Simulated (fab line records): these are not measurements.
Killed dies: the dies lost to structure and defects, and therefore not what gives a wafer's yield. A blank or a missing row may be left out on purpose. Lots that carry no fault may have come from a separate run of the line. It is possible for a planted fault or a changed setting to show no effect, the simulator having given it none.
Struck lot and sound lot, side by side | flow sky130 | 21 out of 708 route steps
Sound: the wafers L414.2, L414.3, L414.4. Struck: wafers L433.2, L433.4, L433.6. At the end, the cause is stated.
Order at every step that has rows: each side's tool, ch and its chambers, its first start. Under that, the readings that differ: sound wafers | struck wafers | difference of the means | sigmas: that difference in standard deviations of wafers without a fault.
alike: same words and numbers on both sides, and readings whose means sit less than 2 such deviations apart. not compared: any withheld reading, any reading some wafer has no value for, any bound like >300 that may hide the same value, and any number with overlapping values for which the record gives no deviation.
The two part at a step that has a row with sigmas, a row that says differs or no value, or rows on one side only. Numbers that have no deviation but don't overlap get no sigmas and don't part them. A reading that every wafer of one side lacks parts them only if that side has two wafers or more.

SKY_PASSIVATION_THK_MEAS_03:
  sound on film metro-01, day 44 06:42; struck on film metro-01, day 49 01:04
  alike: PASSIVATION_CVD_02_THK
then, 7 steps without rows for these wafers: SKY_PASSIVATION_DEHYDRATE_04 (time 60 s); SKY_PASSIVATION_HMDS_05 (prime time 60 s); SKY_PASSIVATION_COAT_06 (resist thk 3000 nm); SKY_PASSIVATION_SOFTBAKE_07; SKY_PASSIVATION_EXPOSE_08 (exposes mask NSM, target cd 3000 nm); SKY_PASSIVATION_PEB_09; SKY_PASSIVATION_DEVELOP_10 (develop time 60 s).
SKY_PASSIVATION_ETCH_11: etches the open film in CF4/O2, stops on AlCu, target depth 725 nm, time 161.1 s.
  sound on rie diel-04 ch 0,1,3, day 45 04:13; struck on rie diel-02 ch 0,3, day 49 17:55
  alike: drypump motor current A, oes product au, throttle valve pct
  not compared: rf hours counter h
SKY_PASSIVATION_STRIP_12: strips in O2/N2.
  sound on plasma asher-04 ch 0,1, day 45 04:20; struck on plasma asher-04 ch 0,1, day 49 18:02
  alike: drypump motor current A, oes product au, strip time to endpoint s
  not compared: rf hours counter h
then, 2 steps without rows for these wafers: SKY_PAD_OPEN_DEHYDRATE_00 (time 60 s); SKY_PAD_OPEN_HMDS_01 (prime time 60 s).
SKY_PAD_OPEN_COAT_02: resist thk 3000 nm.
  sound on litho track-01 ch 0, day 45 14:20; struck on litho track-02 ch 0, day 50 02:35
  reading                                    | sound                | struck               | difference | sigmas
  spin speed rpm (rpm)                       | 1999.2 1998.5 1997.6 | 2093.7 2091.5 2092.8 | +94.2      | +79
  model.coat_of_PAD_OPEN_COAT_02.thk nm (nm) | 2999 2993 2998       | 2929 2920 2937       | -68        |
then, 3 steps without rows for these wafers: SKY_PAD_OPEN_SOFTBAKE_03; SKY_PAD_OPEN_EXPOSE_04 (exposes mask PDM, target cd 60000 nm); SKY_PAD_OPEN_PEB_05.
SKY_PAD_OPEN_DEVELOP_06: develop time 60 s.
  sound on litho track-02 ch 0; struck on litho track-02 ch 0
  reading                                    | sound          | struck         | difference | sigmas
  model.coat_of_PAD_OPEN_COAT_02.thk nm (nm) | 2998 2991 2997 | 2928 2919 2936 | -68        |
SKY_PAD_OPEN_ETCH_07: etches the open film in CF4/O2, stops on AlCu, target depth 725 nm, time 161.1 s.
  sound on rie diel-02 ch 0,1,2, day 46 01:04; struck on rie diel-02 ch 0,1,3, day 50 10:52
  alike: drypump motor current A, oes product au, throttle valve pct
  not compared: rf hours counter h
SKY_PAD_OPEN_STRIP_08: strips in O2/N2.
  sound on plasma asher-01 ch 0,1, day 46 01:10; struck on plasma asher-01 ch 0,1, day 50 10:58
  reading                      | sound             | struck            | difference | sigmas
  strip time to endpoint s (s) | 37.03 36.96 37.05 | 36.28 36.16 36.34 | -0.75      | -9
  alike: drypump motor current A, oes product au
  not compared: rf hours counter h
then, 1 step without rows for these wafers: SKY_PAD_OPEN_STRIP_09 (strips in post etch residue remover, time 1200 s).
SKY_PAD_OPEN_PROBE_99:
  the record has rows for the sound wafers here (prober-02, day 46 03:26) and none for the struck ones

== WHERE THEY PART ==
Last at SKY_PAD_OPEN_PROBE_99 as far as this record goes, first at SKY_PAD_OPEN_COAT_02.

WHY: whatever the simulator had introduced
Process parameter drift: litho track-02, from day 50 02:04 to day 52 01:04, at SKY_PAD_OPEN_COAT_02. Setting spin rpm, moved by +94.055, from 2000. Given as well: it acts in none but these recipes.
